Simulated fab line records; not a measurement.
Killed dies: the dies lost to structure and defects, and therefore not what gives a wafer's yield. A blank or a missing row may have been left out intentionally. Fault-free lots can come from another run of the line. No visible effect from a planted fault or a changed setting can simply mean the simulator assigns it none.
fab line records	flow gf180mcu
record: lots: 6	wafers: 18	last-day: 33
route steps=602 shown HV_LDD@198
lots that met no fault: from a run of the same line without faults
start-h: the number of hours between the record's first day and the start of the first shown wafer of the lot	wait-h: time in hours since the lot's previous step	" unchanged from the row above	L1.1+2: several wafers, shown together as one row	- either no value or no given start	* or withheld: withheld	< > ~ a bound
route shown NAME@n: a module of which the file shows steps, and the number in the route of the first	usual: mean/standard deviation of fault-free wafers	same: alike in all rows	chamber/n: place in a boat	sites: readings site by site	_std_site: the values' standard deviation	_edge_site: outer sites' mean less inner sites'	radius-mm: how far each site lies from the wafer's centre	mask NAME#n: copy n	behind: the tool/chamber that last shaped the wafer	hold: the reason the lot was held/the length of the hold in hours/how it ended	device: whichever transistor did not switch (one of n, p or np)	end of line: the tests these same wafers got at the end of their route	for a step that has no rows: nothing shown but its recipe	killed: dies that structure and defects cost at the first sort, which is not the same as the wafer's yield	map: a wafer's dies, marking killed ones x, the rest . and places with no die _
set.NAME: the setting the step ran with; set.NAME@STEP: the setting that earlier step ran with	model.NAME: the simulator's own value behind a step, which no gauge read
certain route steps with their lots: each step a table, each wafer a row
services: a tool's chamber out of use, with start hour (start-h, from the record's first day; less than 0 if before it), hours out, and reason
== steps ==
step: GF_HV_LDD_STRIP_22
recipe: chemistry: O2/N2	power-w: 1400	pressure-mtorr: 1500	platen-temp-c: 250	o2-flow-sccm: 3000	n2-flow-sccm: 300	overash-fraction: 0.5
usual: drypump-motor-current-A: 6.1/0.39	heater-power-w: 337/42	n2-flow-sccm: 300.0/0.81	oes-product-au: 0.716/0.0046	strip-time-to-endpoint-s: 12.63/0.035
lot.wafer	tool	chamber	start-h	wait-h	drypump-motor-current-A	heater-power-w	n2-flow-sccm	oes-product-au	rf-hours-counter-h	strip-time-to-endpoint-s
L144.3	plasma-asher-04	0	251.04	0.1	6.2	329	300.9	0.714	-	12.60
L144.5	"	1	"	"	6.5	365	299.3	0.713	-	12.62
L144.6	"	0	"	"	6.2	319	301.1	0.714	-	12.63
L150.1	plasma-asher-01	0	304.11	0.1	6.2	382	300.5	0.708	58	12.62
L150.4	"	0	"	"	6.2	388	301.3	0.716	-	12.64
L150.6	"	1	"	"	5.9	276	300.2	0.719	-	12.62
L151.2	plasma-asher-01	1	304.38	0.1	5.9	283	299.9	0.716	59	12.64
L151.3	"	1	"	"	5.9	284	297.9	0.710	-	12.67
L151.6	"	0	"	"	6.2	386	300.9	0.704	-	12.62
L157.2	plasma-asher-04	0	352.51	0.1	6.2	328	300.4	0.718	58	12.59
L157.3	"	0	"	"	6.3	311	300.6	0.713	-	12.60
L157.5	"	1	"	"	6.5	365	302.0	0.720	-	12.61
L158.2	plasma-asher-01	1	354.02	0.1	5.8	270	300.4	0.717	63	12.61
L158.4	"	1	"	"	5.8	282	301.1	0.711	-	12.66
L158.5	"	0	"	"	6.2	375	300.4	0.718	-	12.62
L159.2	plasma-asher-01	0	367.61	0.1	6.2	371	299.3	0.715	65	12.61
L159.3	"	0	"	"	6.2	389	299.6	0.706	-	12.62
L159.5	"	1	"	"	5.9	277	299.4	0.715	-	12.59
step: GF_HV_LDD_TW_MEAS_23
usual: HV_LDD_2_TW: 1050/9.7
lot.wafer	tool	chamber	start-h	wait-h	HV_LDD_2_TW
L144.3	film-metro-02	-	251.13	0.1	1034
L144.5	"	-	"	"	1033
L144.6	"	-	"	"	1031
L150.1	film-metro-04	-	304.21	0.1	1057
L150.4	"	-	"	"	1051
L150.6	"	-	"	"	1052
L151.2	film-metro-01	-	304.49	0.1	1057
L151.3	"	-	"	"	1058
L151.6	"	-	"	"	1059
L157.2	film-metro-01	-	352.62	0.1	1059
L157.3	"	-	"	"	1056
L157.5	"	-	"	"	1051
L158.2	film-metro-01	-	354.13	0.1	1056
L158.4	"	-	"	"	1056
L158.5	"	-	"	"	1058
L159.2	film-metro-01	-	367.72	0.1	1069
L159.3	"	-	"	"	1064
L159.5	"	-	"	"	1064
step: GF_HV_LDD_DEHYDRATE_24
recipe: temp-c: 200	time-s: 60
step: GF_HV_LDD_HMDS_25
recipe: prime-time-s: 60	prime-temp-c: 120
step: GF_HV_LDD_COAT_26
recipe: resist: NOVOLAK	spin-rpm: 3000	resist-thk-nm: 1000
step: GF_HV_LDD_SOFTBAKE_27
recipe: temp-c: 90	time-s: 60	resist: NOVOLAK
step: GF_HV_LDD_EXPOSE_28
recipe: mask-id: Nplus_HV_AREA	target-cd-nm: 400	na: 0.6	source-shape: conventional	sigma-outer: 0.6	dose-mj: 140
step: GF_HV_LDD_PEB_29
recipe: temp-c: withheld	time-s: *	resist: NOVOLAK
step: GF_HV_LDD_DEVELOP_30
recipe: develop-time-s: 60	dev-temp-c: 23
step: GF_HV_LDD_CD_MEAS_31
recipe: target-cd-nm: 400
usual: cd-nm: 400.3/2.3
lot.wafer	tool	chamber	start-h	wait-h	cd-nm
L144.3	cd-sem-01	-	278.54	0.1	400.5
L144.5	"	-	"	"	400.7
L144.6	"	-	"	"	402.8
L150.1	cd-sem-01	-	324.92	0.2	402.1
L150.4	"	-	"	"	402.2
L150.6	"	-	"	"	402.8
L151.2	cd-sem-01	-	325.18	0.1	396.9
L151.3	"	-	"	"	398.4
L151.6	"	-	"	"	399.2
L157.2	cd-sem-01	-	375.07	0.1	401.1
L157.3	"	-	"	"	401.0
L157.5	"	-	"	"	401.6
L158.2	cd-sem-02	-	376.02	0.1	403.5
L158.4	"	-	"	"	402.8
L158.5	"	-	"	"	404.0
L159.2	cd-sem-02	-	390.82	0.1	401.0
L159.3	"	-	"	"	399.6
L159.5	"	-	"	"	399.4
step: GF_HV_LDD_OVL_MEAS_32
usual: HV_LDD_02_OVL: -0.2/1.5
lot.wafer	tool	chamber	start-h	wait-h	HV_LDD_02_OVL[nm]
L144.3	overlay-01	-	278.64	0.1	-1.6
L144.5	"	-	"	"	-0.4
L144.6	"	-	"	"	0.1
L150.1	overlay-01	-	325.04	0.1	0.6
L150.4	"	-	"	"	-0.5
L150.6	"	-	"	"	-0.3
L151.2	overlay-01	-	325.29	0.1	-0.9
L151.3	"	-	"	"	2.5
L151.6	"	-	"	"	1.7
L157.2	overlay-01	-	375.18	0.1	0.1
L157.3	"	-	"	"	-0.4
L157.5	"	-	"	"	-0.5
L158.2	overlay-01	-	376.13	0.1	-0.4
L158.4	"	-	"	"	1.2
L158.5	"	-	"	"	0.5
L159.2	overlay-02	-	390.93	0.1	-0.3
L159.3	"	-	"	"	0.7
L159.5	"	-	"	"	-0.7
step: GF_HV_LDD_IMPLANT_33
recipe: species: P	energy-kev: 60	dose-cm2: 7.5e+12	tilt-deg: 30	rotation-deg: 0
step: GF_HV_LDD_IMPLANT_34
recipe: species: P	energy-kev: 60	dose-cm2: 7.5e+12	tilt-deg: 30	rotation-deg: 90
usual: beam-energy-keV: 60.003/0.02	beam-on-s: 9.98/0.19	end-station-pressure-torr: 5.03e-06/2.8e-07
lot.wafer	tool	chamber	start-h	wait-h	beam-energy-keV	beam-on-s	end-station-pressure-torr
L144.3	implanter-01	0	278.95	0.1	60.033	10.06	4.44e-06
L144.5	"	0	"	"	60.048	9.82	4.89e-06
L144.6	"	0	"	"	60.033	10.10	4.87e-06
L150.1	implanter-03	0	325.23	0.1	60.012	10.18	5.29e-06
L150.4	"	0	"	"	60.028	9.95	5.13e-06
L150.6	"	0	"	"	60.008	9.85	5.32e-06
L151.2	implanter-01	0	325.49	0.1	60.044	9.94	4.96e-06
L151.3	"	0	"	"	60.028	9.58	4.86e-06
L151.6	"	0	"	"	60.028	10.11	4.87e-06
L157.2	implanter-03	-	375.38	0.1	-	-	-
L157.3	"	-	"	"	-	-	-
L157.5	"	-	"	"	-	-	-
L158.2	implanter-04	-	376.33	0.1	-	-	-
L158.4	"	-	"	"	-	-	-
L158.5	"	-	"	"	-	-	-
L159.2	implanter-01	0	391.13	0.1	59.986	10.02	5.28e-06
L159.3	"	0	"	"	59.992	10.13	5.39e-06
L159.5	"	0	"	"	59.973	9.95	5.09e-06
step: GF_HV_LDD_IMPLANT_35
recipe: species: P	energy-kev: 60	dose-cm2: 7.5e+12	tilt-deg: 30	rotation-deg: 180
step: GF_HV_LDD_IMPLANT_36
recipe: species: P	energy-kev: 60	dose-cm2: 7.5e+12	tilt-deg: 30	rotation-deg: 270
step: GF_HV_LDD_STRIP_37
recipe: chemistry: O2/N2	power-w: 1400	pressure-mtorr: 1500	platen-temp-c: 250	o2-flow-sccm: 3000	n2-flow-sccm: 300	overash-fraction: 0.5
usual: drypump-motor-current-A: 6.0/0.46	heater-power-w: 337/42	n2-flow-sccm: 299.9/0.89	oes-product-au: 0.715/0.0048	strip-time-to-endpoint-s: 12.63/0.037
lot.wafer	tool	chamber	start-h	wait-h	drypump-motor-current-A	heater-power-w	n2-flow-sccm	oes-product-au	rf-hours-counter-h	strip-time-to-endpoint-s
L144.3	plasma-asher-01	0	279.39	0.1	6.3	390	299.2	0.727	-	12.68
L144.5	"	1	"	"	5.9	274	301.8	0.712	-	12.69
L144.6	"	0	"	"	6.3	392	299.8	0.713	-	12.69
L150.1	plasma-asher-04	1	325.68	0.1	6.5	364	300.9	0.723	55	12.66
L150.4	"	0	"	"	6.3	316	300.1	0.715	-	12.63
L150.6	"	0	"	"	6.2	324	299.2	0.707	-	12.65
L151.2	plasma-asher-03	1	325.92	0.1	5.0	377	300.1	0.711	74	12.63
L151.3	"	0	"	"	6.0	289	299.1	0.719	-	12.58
L151.6	"	1	"	"	5.0	377	300.8	0.714	-	12.61
L157.2	plasma-asher-03	1	375.81	0.1	5.0	381	299.1	0.717	79	12.65
L157.3	"	0	"	"	6.1	292	299.3	0.716	-	12.61
L157.5	"	1	"	"	5.0	372	298.3	0.716	-	12.61
L158.2	plasma-asher-03	0	376.76	0.1	6.0	284	300.0	0.709	79	12.63
L158.4	"	1	"	"	5.0	378	300.3	0.713	-	12.65
L158.5	"	0	"	"	6.0	293	299.2	0.710	-	12.66
L159.2	plasma-asher-03	0	391.56	0.1	6.0	290	301.1	0.721	81	12.62
L159.3	"	0	"	"	6.0	288	301.0	0.717	-	12.63
L159.5	"	1	"	"	5.1	377	300.7	0.724	-	12.64
step: GF_HV_LDD_TW_MEAS_38
usual: HV_LDD_3_TW: 1427/14
lot.wafer	tool	chamber	start-h	wait-h	HV_LDD_3_TW
L144.3	film-metro-04	-	279.47	0.1	1436
L144.5	"	-	"	"	1433
L144.6	"	-	"	"	1441
L150.1	film-metro-01	-	325.78	0.1	1441
L150.4	"	-	"	"	1444
L150.6	"	-	"	"	1445
L151.2	film-metro-02	-	326.03	0.1	1415
L151.3	"	-	"	"	1409
L151.6	"	-	"	"	1413
L157.2	film-metro-02	-	375.92	0.1	1287
L157.3	"	-	"	"	1296
L157.5	"	-	"	"	1292
L158.2	film-metro-04	-	376.87	0.1	1316
L158.4	"	-	"	"	1313
L158.5	"	-	"	"	1311
L159.2	film-metro-01	-	391.67	0.1	1438
L159.3	"	-	"	"	1438
L159.5	"	-	"	"	1447
step: GF_HV_LDD_DEHYDRATE_39
recipe: temp-c: 200	time-s: 60
step: GF_HV_LDD_HMDS_40
recipe: prime-time-s: 60	prime-temp-c: 120
step: GF_HV_LDD_COAT_41
recipe: resist: NOVOLAK	spin-rpm: 3000	resist-thk-nm: 1000
step: GF_HV_LDD_SOFTBAKE_42
recipe: temp-c: 90	time-s: 60	resist: NOVOLAK
step: GF_HV_LDD_EXPOSE_43
recipe: mask-id: Pplus_HV_AREA	target-cd-nm: 400	na: 0.6	source-shape: conventional	sigma-outer: 0.6	dose-mj: 140
step: GF_HV_LDD_PEB_44
recipe: temp-c: withheld	time-s: *	resist: NOVOLAK
step: GF_HV_LDD_DEVELOP_45
recipe: develop-time-s: 60	dev-temp-c: 22.26
step: GF_HV_LDD_CD_MEAS_46
recipe: target-cd-nm: 400
usual: cd-nm: 402.1/1.8
lot.wafer	tool	chamber	start-h	wait-h	cd-nm
L144.3	cd-sem-01	-	299.34	0.1	403.0
L144.5	"	-	"	"	401.4
L144.6	"	-	"	"	403.5
L150.1	cd-sem-01	-	346.70	0.1	398.8
L150.4	"	-	"	"	404.0
L150.6	"	-	"	"	400.2
L151.2	cd-sem-01	-	347.02	0.1	403.9
L151.3	"	-	"	"	402.9
L151.6	"	-	"	"	404.2
L157.2	cd-sem-02	-	398.72	0.1	403.2
L157.3	"	-	"	"	403.7
L157.5	"	-	"	"	402.4
L158.2	cd-sem-01	-	399.27	0.1	402.3
L158.4	"	-	"	"	401.4
L158.5	"	-	"	"	400.7
L159.2	cd-sem-02	-	415.32	0.1	402.5
L159.3	"	-	"	"	400.4
L159.5	"	-	"	"	401.1
step: GF_HV_LDD_OVL_MEAS_47
usual: HV_LDD_03_OVL: -0.2/1.5
lot.wafer	tool	chamber	start-h	wait-h	HV_LDD_03_OVL[nm]
L144.3	overlay-02	-	299.44	0.1	-1.0
L144.5	"	-	"	"	-1.1
L144.6	"	-	"	"	-1.2
L150.1	overlay-01	-	346.82	0.1	-0.2
L150.4	"	-	"	"	1.4
L150.6	"	-	"	"	-0.8
L151.2	overlay-01	-	347.13	0.1	0.1
L151.3	"	-	"	"	-1.4
L151.6	"	-	"	"	2.4
L157.2	overlay-02	-	398.83	0.1	-0.3
L157.3	"	-	"	"	-0.6
L157.5	"	-	"	"	-0.3
L158.2	overlay-02	-	399.38	0.1	-2.4
L158.4	"	-	"	"	-2.4
L158.5	"	-	"	"	-1.1
L159.2	overlay-01	-	415.43	0.1	-0.3
L159.3	"	-	"	"	-0.5
L159.5	"	-	"	"	0.7
step: GF_HV_LDD_IMPLANT_48
recipe: species: B	energy-kev: 25	dose-cm2: 3e+13	tilt-deg: 7
step: GF_HV_LDD_STRIP_49
recipe: chemistry: O2/N2	power-w: 1400	pressure-mtorr: 1500	platen-temp-c: 250	o2-flow-sccm: 3000	n2-flow-sccm: 300	overash-fraction: 0.5
usual: drypump-motor-current-A: 5.9/0.5	heater-power-w: 336/43	n2-flow-sccm: 300.1/0.92	oes-product-au: 0.716/0.0046	strip-time-to-endpoint-s: 12.64/0.04
lot.wafer	tool	chamber	start-h	wait-h	drypump-motor-current-A	heater-power-w	n2-flow-sccm	oes-product-au	rf-hours-counter-h	strip-time-to-endpoint-s
L144.3	plasma-asher-04	0	299.64	0.1	6.2	319	299.6	0.718	-	12.62
L144.5	"	1	"	"	6.6	368	299.2	0.717	-	12.62
L144.6	"	0	"	"	6.2	325	297.2	0.721	-	12.62
L150.1	plasma-asher-03	1	347.01	0.1	5.1	383	301.4	0.711	76	12.67
L150.4	"	0	"	"	6.0	287	301.5	0.712	-	12.64
L150.6	"	1	"	"	5.1	373	299.7	0.715	-	12.68
L151.2	plasma-asher-03	1	347.31	0.1	5.1	376	301.0	0.714	76	12.68
L151.3	"	1	"	"	5.1	377	299.1	0.719	-	12.72
L151.6	"	1	"	"	5.0	373	299.5	0.718	-	12.68
L157.2	plasma-asher-04	0	399.01	0.1	6.2	312	301.5	0.718	62	12.67
L157.3	"	0	"	"	6.2	323	300.3	0.715	-	12.69
L157.5	"	1	"	"	6.5	363	298.7	0.723	-	12.65
L158.2	plasma-asher-04	1	399.56	0.1	6.5	358	299.5	0.720	62	12.67
L158.4	"	1	"	"	6.5	372	299.9	0.718	-	12.69
L158.5	"	0	"	"	6.2	323	299.8	0.714	-	12.69
L159.2	plasma-asher-03	0	415.61	0.1	6.0	285	299.2	0.717	83	12.63
L159.3	"	0	"	"	6.0	285	301.2	0.714	-	12.61
L159.5	"	0	"	"	6.0	288	300.8	0.721	-	12.65
step: GF_HV_LDD_TW_MEAS_50
usual: HV_LDD_4_TW: 566/5.5
lot.wafer	tool	chamber	start-h	wait-h	HV_LDD_4_TW
L144.3	film-metro-04	-	299.73	0.1	573
L144.5	"	-	"	"	567
L144.6	"	-	"	"	570
L150.1	film-metro-04	-	347.11	0.1	569
L150.4	"	-	"	"	566
L150.6	"	-	"	"	566
L151.2	film-metro-01	-	347.42	0.1	568
L151.3	"	-	"	"	570
L151.6	"	-	"	"	570
L157.2	film-metro-01	-	399.14	0.1	573
L157.3	"	-	"	"	572
L157.5	"	-	"	"	570
L158.2	film-metro-01	-	399.67	0.1	569
L158.4	"	-	"	"	569
L158.5	"	-	"	"	567
L159.2	film-metro-01	-	415.72	0.1	570
L159.3	"	-	"	"	570
L159.5	"	-	"	"	568
step: GF_HV_LDD_CLEAN_51
recipe: chemistry: SC1/SC2	mix: 1:4:20	temp-c: 70	time-s: 150	dry: n2-spin
step: GF_HV_LDD_RTA_52
recipe: temp-c: 1000	time-s: 10	ambient: N2
usual: lamp-power-pct: 32.8/0.81	wafer_temp_C_max: 1003.9/0.88
lot.wafer	tool	chamber	start-h	wait-h	lamp-power-pct	wafer_temp_C_max
L144.3	rtp-anneal-01	0	299.85	0.0	33.6	1004.4
L144.5	"	0	"	"	33.5	1004.7
L144.6	"	0	"	"	33.6	1003.4
L150.1	rtp-anneal-02	0	347.22	0.0	31.9	1003.8
L150.4	"	0	"	"	31.9	1003.2
L150.6	"	0	"	"	31.9	1003.6
L151.2	rtp-anneal-01	0	347.53	0.0	33.6	1003.6
L151.3	"	0	"	"	33.5	1005.2
L151.6	"	0	"	"	33.4	1003.8
L157.2	rtp-anneal-02	0	399.25	0.0	31.9	1002.6
L157.3	"	0	"	"	31.9	1003.5
L157.5	"	0	"	"	31.9	1002.3
L158.2	rtp-anneal-01	0	399.78	0.0	33.5	1003.6
L158.4	"	0	"	"	33.6	1005.3
L158.5	"	0	"	"	33.6	1003.9
L159.2	rtp-anneal-01	0	415.83	0.0	33.6	1004.5
L159.3	"	0	"	"	33.6	1004.0
L159.5	"	0	"	"	33.5	1004.2
step: GF_HV_LDD_RS_MEAS_53
recipe: thk-meas-gauge: four-point-probe
usual: HV_LDD_RS: 417.8/0.99
lot.wafer	tool	chamber	start-h	wait-h	HV_LDD_RS[ohm/sq]
L144.3	film-metro-04	-	299.93	0.1	416.7
L144.5	"	-	"	"	417.4
L144.6	"	-	"	"	416.3
L150.1	film-metro-02	-	347.29	0.1	417.2
L150.4	"	-	"	"	417.8
L150.6	"	-	"	"	418.1
L151.2	film-metro-02	-	347.61	0.1	417.5
L151.3	"	-	"	"	417.8
L151.6	"	-	"	"	418.2
L157.2	film-metro-04	-	399.33	0.1	438.2
L157.3	"	-	"	"	438.7
L157.5	"	-	"	"	439.3
L158.2	film-metro-01	-	399.85	0.1	439.9
L158.4	"	-	"	"	440.0
L158.5	"	-	"	"	439.5
L159.2	film-metro-02	-	415.91	0.1	420.0
L159.3	"	-	"	"	418.9
L159.5	"	-	"	"	419.7
step: GF_HV_LDD_CVD_54
recipe: material: SiO2	target-thk-nm: 10	precursor: TEOS	temp-c: 680	time-s: 75	pressure-mtorr: 400
== services ==
tool	chamber	start-h	hours	kind
rtp-anneal-02	-	229.74	6.5	pm
implanter-03	-	250.32	0.8	repair
plasma-asher-04	-	252.45	1.4	repair
implanter-03	-	254.96	0.7	repair
implanter-04	-	258.70	2.3	repair
rtp-anneal-01	-	272.95	3.9	pm
implanter-03	-	277.10	2.7	repair
implanter-01	-	292.17	2.1	repair
implanter-01	-	293.48	5.3	repair
implanter-01	-	304.11	3.5	pm
implanter-04	-	356.01	1.5	repair
implanter-01	-	361.32	2.4	repair
plasma-asher-04	-	379.58	8.4	repair
rtp-anneal-02	-	386.73	4.2	pm
plasma-asher-04	-	387.70	0.4	repair
plasma-asher-01	-	396.27	2.8	pm
implanter-03	-	412.79	6.0	repair
== key ==
first-sign: step: GF_HV_LDD_IMPLANT_34	reading: tool-record	direction: missing
effect: step: GF_HV_LDD_TW_MEAS_38	reading: HV_LDD_3_TW	direction: down	sigmas: 8.7	usual: 1427	struck: 1303
effect: step: GF_HV_LDD_RS_MEAS_53	reading: HV_LDD_RS	direction: up	sigmas: 22	usual: 417.8	struck: 439.2
met-at GF_HV_LDD_IMPLANT_34
struck-wafers L157.2,L157.3,L157.5,L158.2,L158.4,L158.5
later-rows-left-out L157.2,L157.3,L157.5,L158.2,L158.4,L158.5
sort-left-out L157.2,L157.3,L157.5,L158.2,L158.4,L158.5
tester-left-out L157,L158
onset-between 325.23 375.38
fault: kind: skipped-step-whole	tool: implanter-03,implanter-04	chamber: -	onset-h: 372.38	steps: GF_HV_LDD_IMPLANT_34	scope: struck-lots-only
tester-left-out: of these lots the tester's yield and bins aren't shown, on N5 and GAA mostly nor the transistor test; their killed dies are dies lost to structure and defects alone, not to doping, threshold or leakage, so they don't give the yield
sort-left-out: the simulated sort isn't trusted on such a fault, so these wafers' sort isn't shown, and their yield isn't known
later-rows-left-out: the simulator's readings of these wafers behind a module that went badly wrong aren't trusted and aren't shown, but for the sort
